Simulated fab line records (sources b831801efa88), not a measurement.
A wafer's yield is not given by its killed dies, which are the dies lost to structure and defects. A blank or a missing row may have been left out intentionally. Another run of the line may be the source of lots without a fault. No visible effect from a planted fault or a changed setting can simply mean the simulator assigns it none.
fab line records | flow gf180mcu
record lots=7 | wafers=21 | lastDay=34
route steps=602 shown V4@496 MIM@503
lots that met no fault: taken from a fault-free run of the same line
startH: the number of hours between the record's first day and the start of the first shown wafer of the lot | waitH: how many hours have passed since the lot's step before this one | " same as the row above | L1.1+2: one row covering several wafers at once | - value missing, or start not given | * or withheld: withheld | < > ~ a bound
route shown NAME@n: NAME is a module with steps in the file, n the number in the route of the first one | usual: mean and standard deviation over wafers with no fault | same: alike in all rows | chamber/n: place in a boat | sites: per-site readings | _std_site: the values' standard deviation | _edge_site: outer sites' mean less inner sites' | radiusMm: for every site, how far away it sits from the centre of the wafer | mask NAME#n: copy n | behind: the last tool/chamber to shape the wafer | hold: what put the lot on hold/how long, in hours/how the hold closed | device: whichever transistor did not switch (one of n, p or np) | end of line: the same wafers' tests at the end of the route | for a step that has no rows: nothing shown but its recipe | killed: dies that structure and defects cost at the first sort, which is not the same as the wafer's yield | map: per-die view of a wafer (x killed, . not killed, _ where there is no die)
set.NAME: the setting that was run; set.NAME@STEP: the one run at that earlier step | model.NAME: the simulator's own value behind a step, which no gauge read
a table for each step, a row for each wafer; lots at some steps of the route
services: a tool's chamber out of use, with start hour (startH, from the record's first day; less than 0 if before it), hours out, and reason
## steps
# step GF_V4_CLEAN_20
# recipe chemistry=DIW | dry=n2Spin
# step GF_V4_SPUTTER_21
# recipe material=Ti | targetThkNm=15 | chamberPressurePa=5 | powerW=2500 | substrateTempC=200 | timeS=80.02
# step GF_V4_SPUTTER_22
# recipe material=TiN | targetThkNm=10 | chamberPressurePa=5 | powerW=4000 | timeS=40
# step GF_V4_CVD_23
# recipe material=W | targetThkNm=350 | timeS=104.9 | tempC=400 | pressureTorr=40
# step GF_V4_RS_MEAS_24
# recipe thkMeasGauge=four-point-probe | reads=W_of_V4_CVD_23+TiN_of_V4_SPUTTER_22+Ti_of_V4_SPUTTER_21
# usual V4_W_RS=0.327/0.0041
lot.wafer | tool         | chamber | startH | waitH | V4_W_RS[ohm/sq]
L430.2    | filmMetro-03 | -       | 631.79 | 0.1   | 0.322
L430.4    | "            | -       | "      | "     | 0.324
L430.5    | "            | -       | "      | "     | 0.324
L435.2    | filmMetro-02 | -       | 657.46 | 0.1   | 0.327
L435.3    | "            | -       | "      | "     | 0.329
L435.6    | "            | -       | "      | "     | 0.328
L436.1    | filmMetro-02 | -       | 667.27 | 0.1   | 0.332
L436.2    | "            | -       | "      | "     | 0.331
L436.3    | "            | -       | "      | "     | 0.335
L437.3    | filmMetro-02 | -       | 672.29 | 0.1   | 0.332
L437.4    | "            | -       | "      | "     | 0.330
L437.6    | "            | -       | "      | "     | 0.329
L444.1    | filmMetro-03 | -       | 715.54 | 0.1   | 0.326
L444.2    | "            | -       | "      | "     | 0.325
L444.5    | "            | -       | "      | "     | 0.323
L445.1    | filmMetro-02 | -       | 721.14 | 0.1   | 0.328
L445.3    | "            | -       | "      | "     | 0.329
L445.5    | "            | -       | "      | "     | 0.333
L446.1    | filmMetro-03 | -       | 727.14 | 0.1   | 0.326
L446.2    | "            | -       | "      | "     | 0.328
L446.4    | "            | -       | "      | "     | 0.326
# step GF_V4_THK_MEAS_25
# recipe thkMeasGauge=xrf | reads=W_of_V4_CVD_23
# usual V4_W_THK=357/5.9
lot.wafer | tool         | chamber | startH | waitH | V4_W_THK[nm]
L430.2    | filmMetro-03 | -       | 631.90 | 0.1   | 362
L430.4    | "            | -       | "      | "     | 361
L430.5    | "            | -       | "      | "     | 363
L435.2    | filmMetro-02 | -       | 657.57 | 0.1   | 356
L435.3    | "            | -       | "      | "     | 355
L435.6    | "            | -       | "      | "     | 355
L436.1    | filmMetro-02 | -       | 667.39 | 0.1   | 350
L436.2    | "            | -       | "      | "     | 350
L436.3    | "            | -       | "      | "     | 349
L437.3    | filmMetro-02 | -       | 672.39 | 0.1   | 355
L437.4    | "            | -       | "      | "     | 356
L437.6    | "            | -       | "      | "     | 355
L444.1    | filmMetro-03 | -       | 715.66 | 0.1   | 362
L444.2    | "            | -       | "      | "     | 362
L444.5    | "            | -       | "      | "     | 366
L445.1    | filmMetro-02 | -       | 721.26 | 0.1   | 353
L445.3    | "            | -       | "      | "     | 351
L445.5    | "            | -       | "      | "     | 345
L446.1    | filmMetro-03 | -       | 727.26 | 0.1   | 358
L446.2    | "            | -       | "      | "     | 356
L446.4    | "            | -       | "      | "     | 358
# step GF_V4_CMP_26
# recipe stopOn=SiO2 | downForcePsi=3.5 | platenRpm=60 | tOverpolishS=15 | targetThkNm=0 | padVelocityMS=0.94248
# usual headPressurePsi=3.500/0.0077 | motorCurrentA=11.4/1.2 | overpolishRunS=14.999/0.009 | timeToEndpointS=86/5.5
lot.wafer | tool   | chamber | startH | waitH | headPressurePsi | motorCurrentA | overpolishRunS | timeToEndpointS
L430.4    | cmp-02 | 3       | 632.05 | 0.1   | 3.500           | 10.1          | 14.999         | 84
L430.2    | "      | 0       | "      | "     | 3.503           | 12.9          | 15.008         | 86
L430.5    | "      | 2       | "      | "     | 3.504           | 11.2          | 14.995         | 81
L435.2    | cmp-01 | 1       | 657.62 | 0.0   | 3.496           | 11.5          | 15.008         | 92
L435.3    | "      | 0       | "      | "     | 3.503           | 13.7          | 14.998         | 95
L435.6    | "      | 1       | "      | "     | 3.491           | 11.6          | 15.003         | 93
L436.2    | cmp-02 | 2       | 667.45 | 0.0   | 3.491           | 11.2          | 14.998         | 75
L436.3    | "      | 3       | "      | "     | 3.495           | 10.8          | 15.009         | 78
L436.1    | "      | 1       | "      | "     | 3.504           | 9.8           | 14.987         | 86
L437.4    | cmp-02 | 2       | 672.53 | 0.1   | 3.503           | 11.4          | 15.001         | 77
L437.3    | "      | 3       | "      | "     | 3.499           | 10.3          | 14.981         | 79
L437.6    | "      | 1       | "      | "     | 3.509           | 10.2          | 15.009         | 88
L444.2    | cmp-02 | 2       | 715.82 | 0.1   | 3.490           | 10.7          | 14.988         | 83
L444.1    | "      | 3       | "      | "     | 3.496           | 10.6          | 15.001         | 81
L444.5    | "      | 0       | "      | "     | 3.485           | 13.1          | 14.986         | 86
L445.1    | cmp-02 | 2       | 721.32 | 0.1   | 3.517           | 11.1          | 15.016         | 82
L445.3    | "      | 0       | "      | "     | 3.496           | 12.8          | 14.992         | 85
L445.5    | "      | 2       | "      | "     | 3.500           | 11.8          | 14.989         | 81
L446.4    | cmp-02 | 3       | 727.32 | 0.0   | 3.485           | 10.1          | 15.001         | 81
L446.2    | "      | 1       | "      | "     | 3.497           | 9.8           | 14.993         | 91
L446.1    | "      | 2       | "      | "     | 3.502           | 11.0          | 14.992         | 83
# step GF_MIM_SPUTTER_00
# recipe material=Ti | targetThkNm=37.5 | arrivingIonEnergyEv=80 | substrateTempC=200 | chamberPressurePa=2 | powerW=4000 | timeS=150
# step GF_MIM_SPUTTER_01
# recipe material=TiN | targetThkNm=30 | powerW=6500 | timeS=25 | chamberPressurePa=0.4
# usual chamberPressurePa=0.4000/0.00085 | throttleValvePct=29.9/1
lot.wafer | tool          | chamber | startH | waitH | chamberPressurePa | throttleValvePct
L430.2    | pvdSputter-03 | -       | 632.35 | 0.1   | 0.4003            | 30.3
L430.4    | "             | -       | "      | "     | 0.4003            | 31.0
L430.5    | "             | -       | "      | "     | 0.3991            | 28.0
L435.2    | pvdSputter-01 | -       | 658.02 | 0.1   | 0.3991            | 29.1
L435.3    | "             | -       | "      | "     | 0.4012            | 31.9
L435.6    | "             | -       | "      | "     | 0.3992            | 29.2
L436.1    | pvdSputter-04 | -       | 667.85 | 0.1   | 0.4005            | 30.9
L436.2    | "             | -       | "      | "     | 0.4020            | 30.1
L436.3    | "             | -       | "      | "     | 0.4006            | 30.3
L437.3    | pvdSputter-03 | -       | 672.83 | 0.1   | 0.3996            | 31.2
L437.4    | "             | -       | "      | "     | 0.4002            | 29.6
L437.6    | "             | -       | "      | "     | 0.3995            | 30.6
L444.1    | pvdSputter-03 | -       | 716.12 | 0.1   | 0.4009            | 30.6
L444.2    | "             | -       | "      | "     | 0.3987            | 28.0
L444.5    | "             | -       | "      | "     | 0.3997            | 28.2
L445.1    | pvdSputter-04 | -       | 721.72 | 0.1   | 0.3998            | 29.3
L445.3    | "             | -       | "      | "     | 0.4015            | 30.5
L445.5    | "             | -       | "      | "     | 0.4005            | 30.2
L446.1    | pvdSputter-04 | -       | 727.72 | 0.1   | 0.4004            | 29.5
L446.2    | "             | -       | "      | "     | 0.4003            | 29.7
L446.4    | "             | -       | "      | "     | 0.4003            | 30.4
# step GF_MIM_SPUTTER_02
# recipe material=AlCu | targetThkNm=450 | powerW=10600 | timeS=23.9 | chamberPressurePa=0.4
# step GF_MIM_SPUTTER_03
# recipe material=Ti | targetThkNm=10 | substrateTempC=300 | chamberPressurePa=0.3 | powerW=3000 | timeS=6.7
# step GF_MIM_SPUTTER_04
# recipe material=TiN | targetThkNm=50 | powerW=6500 | timeS=41.7 | chamberPressurePa=0.4
# step GF_MIM_CVD_05
# recipe material=Si3N4 | targetThkNm=42 | tempMaxC=400 | tempC=385 | timeS=29.086 | rfW=450
# usual heaterPowerOuterW=384/50 | heaterPowerW=657/74
lot.wafer | tool     | chamber | startH | waitH | heaterPowerOuterW | heaterPowerW
L430.2    | pecvd-04 | 1       | 632.47 | 0.0   | 392               | 648
L430.4    | "        | 1       | "      | "     | 396               | 650
L430.5    | "        | 0       | "      | "     | 383               | 629
L435.2    | pecvd-01 | 1       | 658.14 | 0.0   | 364               | 630
L435.3    | "        | 1       | "      | "     | 367               | 647
L435.6    | "        | 1       | "      | "     | 376               | 630
L436.1    | pecvd-04 | 2       | 667.98 | 0.0   | 368               | 598
L436.2    | "        | 0       | "      | "     | 403               | 670
L436.3    | "        | 1       | "      | "     | 331               | 588
L437.3    | pecvd-01 | 0       | 672.95 | 0.0   | 379               | 633
L437.4    | "        | 1       | "      | "     | 394               | 655
L437.6    | "        | 0       | "      | "     | 372               | 636
L444.1    | pecvd-04 | 2       | 716.24 | 0.0   | -                 | -
L444.2    | "        | 0       | "      | "     | -                 | -
L444.5    | "        | 1       | "      | "     | -                 | -
L445.1    | pecvd-04 | 1       | 721.84 | 0.0   | -                 | -
L445.3    | "        | 2       | "      | "     | -                 | -
L445.5    | "        | 1       | "      | "     | -                 | -
L446.1    | pecvd-04 | 2       | 727.84 | 0.0   | -                 | -
L446.2    | "        | 1       | "      | "     | -                 | -
L446.4    | "        | 1       | "      | "     | -                 | -
# step GF_MIM_SPUTTER_07
# recipe material=TiN | targetThkNm=60 | powerW=6500 | timeS=50 | chamberPressurePa=0.4
# usual chamberPressurePa=0.4000/0.00077 | throttleValvePct=29.8/1.2
lot.wafer | tool          | chamber | startH | waitH | chamberPressurePa | throttleValvePct
L430.2    | pvdSputter-01 | -       | 632.56 | 0.0   | 0.4012            | 29.4
L430.4    | "             | -       | "      | "     | 0.3994            | 28.1
L430.5    | "             | -       | "      | "     | 0.4005            | 29.5
L435.2    | pvdSputter-04 | -       | 658.25 | 0.0   | 0.4013            | 30.1
L435.3    | "             | -       | "      | "     | 0.4017            | 29.2
L435.6    | "             | -       | "      | "     | 0.4002            | 30.1
L436.1    | pvdSputter-03 | -       | 668.07 | 0.1   | 0.3994            | 27.8
L436.2    | "             | -       | "      | "     | 0.4006            | 29.4
L436.3    | "             | -       | "      | "     | 0.3980            | 31.1
L437.3    | pvdSputter-04 | -       | 673.08 | 0.0   | 0.4011            | 30.9
L437.4    | "             | -       | "      | "     | 0.3999            | 29.4
L437.6    | "             | -       | "      | "     | 0.4004            | 29.9
L444.1    | pvdSputter-04 | -       | 716.33 | 0.1   | 0.4001            | 29.2
L444.2    | "             | -       | "      | "     | 0.4008            | 30.9
L444.5    | "             | -       | "      | "     | 0.3990            | 29.6
L445.1    | pvdSputter-03 | -       | 721.93 | 0.1   | 0.3995            | 28.0
L445.3    | "             | -       | "      | "     | 0.4000            | 31.0
L445.5    | "             | -       | "      | "     | 0.4002            | 28.0
L446.1    | pvdSputter-01 | -       | 727.93 | 0.1   | 0.3999            | 32.1
L446.2    | "             | -       | "      | "     | 0.4000            | 29.4
L446.4    | "             | -       | "      | "     | 0.4004            | 29.3
# step GF_MIM_SPUTTER_08
# recipe material=AlCu | targetThkNm=200 | powerW=10600 | timeS=10.6 | chamberPressurePa=0.4
# step GF_MIM_SPUTTER_09
# recipe material=TiN | targetThkNm=35 | powerW=6500 | timeS=29.2 | chamberPressurePa=0.4
# usual chamberPressurePa=0.4000/0.00079 | throttleValvePct=29.8/1.2
lot.wafer | tool          | chamber | startH | waitH | chamberPressurePa | throttleValvePct
L430.2    | pvdSputter-01 | -       | 632.63 | 0.0   | 0.3999            | 29.5
L430.4    | "             | -       | "      | "     | 0.3987            | 28.3
L430.5    | "             | -       | "      | "     | 0.4004            | 29.3
L435.2    | pvdSputter-04 | -       | 658.32 | 0.0   | 0.4009            | 30.3
L435.3    | "             | -       | "      | "     | 0.4002            | 29.1
L435.6    | "             | -       | "      | "     | 0.4011            | 30.1
L436.1    | pvdSputter-03 | -       | 668.14 | 0.0   | 0.4004            | 28.0
L436.2    | "             | -       | "      | "     | 0.3981            | 29.0
L436.3    | "             | -       | "      | "     | 0.3998            | 31.0
L437.3    | pvdSputter-04 | -       | 673.14 | 0.0   | 0.4010            | 31.0
L437.4    | "             | -       | "      | "     | 0.3993            | 29.3
L437.6    | "             | -       | "      | "     | 0.4001            | 29.6
L444.1    | pvdSputter-04 | -       | 716.40 | 0.0   | 0.4002            | 29.6
L444.2    | "             | -       | "      | "     | 0.4010            | 31.1
L444.5    | "             | -       | "      | "     | 0.3999            | 29.5
L445.1    | pvdSputter-03 | -       | 722.00 | 0.0   | 0.3994            | 28.1
L445.3    | "             | -       | "      | "     | 0.3992            | 31.0
L445.5    | "             | -       | "      | "     | 0.4003            | 27.8
L446.1    | pvdSputter-01 | -       | 728.00 | 0.0   | 0.3992            | 31.8
L446.2    | "             | -       | "      | "     | 0.3999            | 29.4
L446.4    | "             | -       | "      | "     | 0.4012            | 29.0
# step GF_MIM_DEHYDRATE_12
# recipe tempC=200 | timeS=60
# step GF_MIM_HMDS_13
# recipe primeTimeS=60 | primeTempC=120
# step GF_MIM_COAT_14
# recipe resist=NOVOLAK | spinRpm=3000 | resistThkNm=1000
# step GF_MIM_SOFTBAKE_15
# recipe tempC=90 | timeS=60 | resist=NOVOLAK
# step GF_MIM_EXPOSE_16
# recipe maskId=FuseTop | targetCdNm=2000 | na=0.6 | sourceShape=conventional | sigmaOuter=0.6 | doseMj=140
# step GF_MIM_PEB_17
# recipe tempC=withheld | timeS=* | resist=NOVOLAK
# step GF_MIM_DEVELOP_18
# recipe developTimeS=60 | devTempC=23
# step GF_MIM_METAL_ETCH_19
# recipe chemistry=Cl2/BCl3 | maskMaterial=NOVOLAK | stopOn=Si3N4 | targetDepthNm=324.5 | pressureMtorr=8 | icpW=800 | biasW=140 | Cl2_flow_sccm=80 | bcl3FlowSccm=40 | timeS=54.1
# usual drypumpMotorCurrentA=5.64/0.26 | oesProductAu=0.942/0.007 | throttleValvePct=28.284/0.011
lot.wafer | tool        | chamber | startH | waitH | drypumpMotorCurrentA | oesProductAu | rfHoursCounterH | throttleValvePct | model.MIM.featureDepthNm | model.etch.depthNm
L430.2    | rieMetal-04 | 0       | 651.56 | 0.1   | 5.39                 | 0.943        | 2               | 28.297           | 295                      | 295
L430.4    | "           | 1       | "      | "     | 5.73                 | 0.947        | -               | 28.283           | 295.8                    | 295.8
L430.5    | "           | 1       | "      | "     | 5.73                 | 0.930        | -               | 28.295           | 291.3                    | 291.3
L435.2    | rieMetal-03 | 1       | 677.61 | 0.1   | 5.72                 | 0.944        | 10              | 28.286           | 297                      | 297
L435.3    | "           | 1       | "      | "     | 5.73                 | 0.937        | -               | 28.289           | 293.5                    | 293.5
L435.6    | "           | 1       | "      | "     | 5.74                 | 0.942        | -               | 28.295           | 296.6                    | 296.6
L436.1    | rieMetal-03 | 1       | 687.43 | 0.1   | 5.75                 | 0.959        | 10              | 28.270           | 301.3                    | 301.3
L436.2    | "           | 0       | "      | "     | 5.37                 | 0.968        | 1               | 28.263           | 304.2                    | 304.2
L436.3    | "           | 0       | "      | "     | 5.41                 | 0.948        | -               | 28.274           | 297.2                    | 297.2
L437.3    | rieMetal-04 | 0       | 692.48 | 0.1   | 5.38                 | 0.948        | -               | 28.291           | 294.8                    | 294.8
L437.4    | "           | 1       | "      | "     | 5.74                 | 0.937        | -               | 28.300           | 295.2                    | 295.2
L437.6    | "           | 1       | "      | "     | 5.74                 | 0.940        | -               | 28.282           | 294                      | 294
L444.1    | rieMetal-03 | 0       | 734.03 | 0.1   | 5.37                 | 0.992        | 3               | 28.242           | 320.5                    | 320.5
L444.2    | "           | 1       | "      | "     | 5.77                 | 0.988        | 12              | 28.222           | 324.4                    | 324.4
L444.5    | "           | 0       | "      | "     | 5.34                 | 0.978        | -               | 28.224           | 316.8                    | 316.8
L445.1    | rieMetal-01 | 0       | 739.26 | 0.1   | 6.36                 | 0.988        | 3               | 28.231           | 319.8                    | 319.8
L445.3    | "           | 1       | "      | "     | 5.74                 | 1.017        | -               | 28.197           | 337.7                    | 337.7
L445.5    | "           | 0       | "      | "     | 6.34                 | 0.994        | -               | 28.227           | 323.7                    | 323.7
L446.1    | rieMetal-04 | 0       | 745.16 | 0.1   | 5.37                 | 1.007        | 5               | 28.232           | 325                      | 325
L446.2    | "           | 1       | "      | "     | 5.73                 | 1.006        | 8               | 28.223           | 330.7                    | 330.7
L446.4    | "           | 1       | "      | "     | 5.72                 | 1.013        | -               | 28.217           | 330.6                    | 330.6
# step GF_MIM_STRIP_20
# recipe chemistry=O2/N2 | powerW=1400 | pressureMtorr=1500 | platenTempC=250 | o2FlowSccm=3000 | n2FlowSccm=300 | overashFraction=0.5
# usual drypumpMotorCurrentA=5.7/0.53 | heaterPowerW=323/37 | oesProductAu=0.691/0.0046 | stripTimeToEndpointS=11.21/0.04
lot.wafer | tool           | chamber | startH | waitH | drypumpMotorCurrentA | heaterPowerW | oesProductAu | rfHoursCounterH | stripTimeToEndpointS
L430.2    | plasmaAsher-01 | 0       | 651.63 | 0.0   | 5.8                  | 299          | 0.690        | 54              | 11.15
L430.4    | "              | 1       | "      | "     | 5.1                  | 295          | 0.687        | -               | 11.16
L430.5    | "              | 0       | "      | "     | 5.8                  | 312          | 0.689        | -               | 11.16
L435.2    | plasmaAsher-04 | 0       | 677.68 | 0.0   | 6.5                  | 343          | 0.690        | 29              | 11.20
L435.3    | "              | 1       | "      | "     | 5.4                  | 284          | 0.696        | -               | 11.20
L435.6    | "              | 0       | "      | "     | 6.5                  | 346          | 0.692        | -               | 11.18
L436.1    | plasmaAsher-04 | 1       | 687.50 | 0.0   | 5.4                  | 289          | 0.694        | 30              | 11.22
L436.2    | "              | 0       | "      | "     | 6.5                  | 340          | 0.702        | 30              | 11.28
L436.3    | "              | 0       | "      | "     | 6.5                  | 333          | 0.688        | -               | 11.27
L437.3    | plasmaAsher-03 | 0       | 692.56 | 0.1   | 5.1                  | 411          | 0.690        | -               | 11.15
L437.4    | "              | 1       | "      | "     | 6.0                  | 309          | 0.679        | -               | 11.14
L437.6    | "              | 0       | "      | "     | 5.2                  | 396          | 0.691        | -               | 11.15
L444.1    | plasmaAsher-04 | 1       | 734.10 | 0.0   | 5.4                  | 288          | 0.692        | 35              | 11.27
L444.2    | "              | 0       | "      | "     | 6.5                  | 346          | 0.692        | 35              | 11.24
L444.5    | "              | 1       | "      | "     | 5.4                  | 291          | 0.688        | -               | 11.27
L445.1    | plasmaAsher-01 | 1       | 739.33 | 0.0   | 5.1                  | 301          | 0.687        | 63              | 11.28
L445.3    | "              | 1       | "      | "     | 5.1                  | 300          | 0.685        | -               | 11.24
L445.5    | "              | 0       | "      | "     | 5.8                  | 313          | 0.695        | -               | 11.25
L446.1    | plasmaAsher-01 | 0       | 745.23 | 0.0   | 5.8                  | 307          | 0.697        | 64              | 11.19
L446.2    | "              | 1       | "      | "     | 5.0                  | 306          | 0.685        | 64              | 11.18
L446.4    | "              | 0       | "      | "     | 5.8                  | 305          | 0.684        | -               | 11.17
## services
tool           | chamber | startH | hours | kind
rieMetal-04    | -       | 610.24 | 2.8   | pm
plasmaAsher-04 | -       | 621.35 | 4.1   | repair
pvdSputter-04  | -       | 630.15 | 7.7   | repair
pecvd-01       | 2       | 630.22 | 6.9   | repair
cmp-01         | -       | 632.57 | 5.3   | pm
pvdSputter-01  | 2       | 635.70 | -     | consumableReplace:kit
pvdSputter-01  | 2       | 635.70 | 18.0  | scheduledDown
pvdSputter-01  | 2       | 635.70 | 18.0  | ventCycle
cmp-02         | -       | 645.54 | 5.5   | pm
pecvd-01       | 0       | 654.36 | 6.5   | repair
plasmaAsher-03 | -       | 656.66 | 14.6  | pm
pecvd-04       | -       | 660.89 | 0.7   | repair
plasmaAsher-01 | -       | 669.40 | 1.9   | repair
cmp-02         | -       | 677.36 | 2.9   | repair
cmp-01         | -       | 682.65 | 1.1   | repair
pvdSputter-03  | 3       | 711.12 | -     | consumableReplace:kit
pvdSputter-03  | 3       | 711.12 | 18.0  | scheduledDown
pvdSputter-03  | 3       | 711.12 | 18.0  | ventCycle
pvdSputter-04  | -       | 712.74 | 0.7   | repair
pvdSputter-04  | -       | 718.97 | 1.5   | repair
plasmaAsher-03 | -       | 733.75 | 9.0   | pm
plasmaAsher-01 | -       | 736.57 | 0.7   | repair
rieMetal-03    | 0       | 742.83 | 5.0   | repair
cmp-01         | -       | 744.25 | 4.0   | pm
## key
firstSign step=GF_MIM_CVD_05 | reading=toolRecord | direction=missing
effect step=GF_MIM_METAL_ETCH_19 | reading=oesProductAu | direction=up | sigmas=8 | usual=0.942 | struck=0.998
modelEffect step=GF_MIM_METAL_ETCH_19 | value=MIM.featureDepthNm | without=295.2 | struck=325.5
metAt GF_MIM_CVD_05
struckWafers L444.1,L444.2,L444.5,L445.1,L445.3,L445.5,L446.1,L446.2,L446.4
laterRowsLeftOut L444.1,L444.2,L444.5,L445.1,L445.3,L445.5,L446.1,L446.2,L446.4
sortLeftOut L444.1,L444.2,L444.5,L445.1,L445.3,L445.5,L446.1,L446.2,L446.4
onsetBetween 667.98 716.24
fault kind=skippedStepWhole | tool=pecvd-04 | chamber=- | onsetH=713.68 | steps=GF_MIM_CVD_05 | scope=struckLotsOnly
# sortLeftOut: the simulated sort isn't trusted on such a fault, so these wafers' sort isn't shown, and their yield isn't known
# laterRowsLeftOut: the simulator's readings of these wafers behind a module that went badly wrong aren't trusted and aren't shown, but for the sort
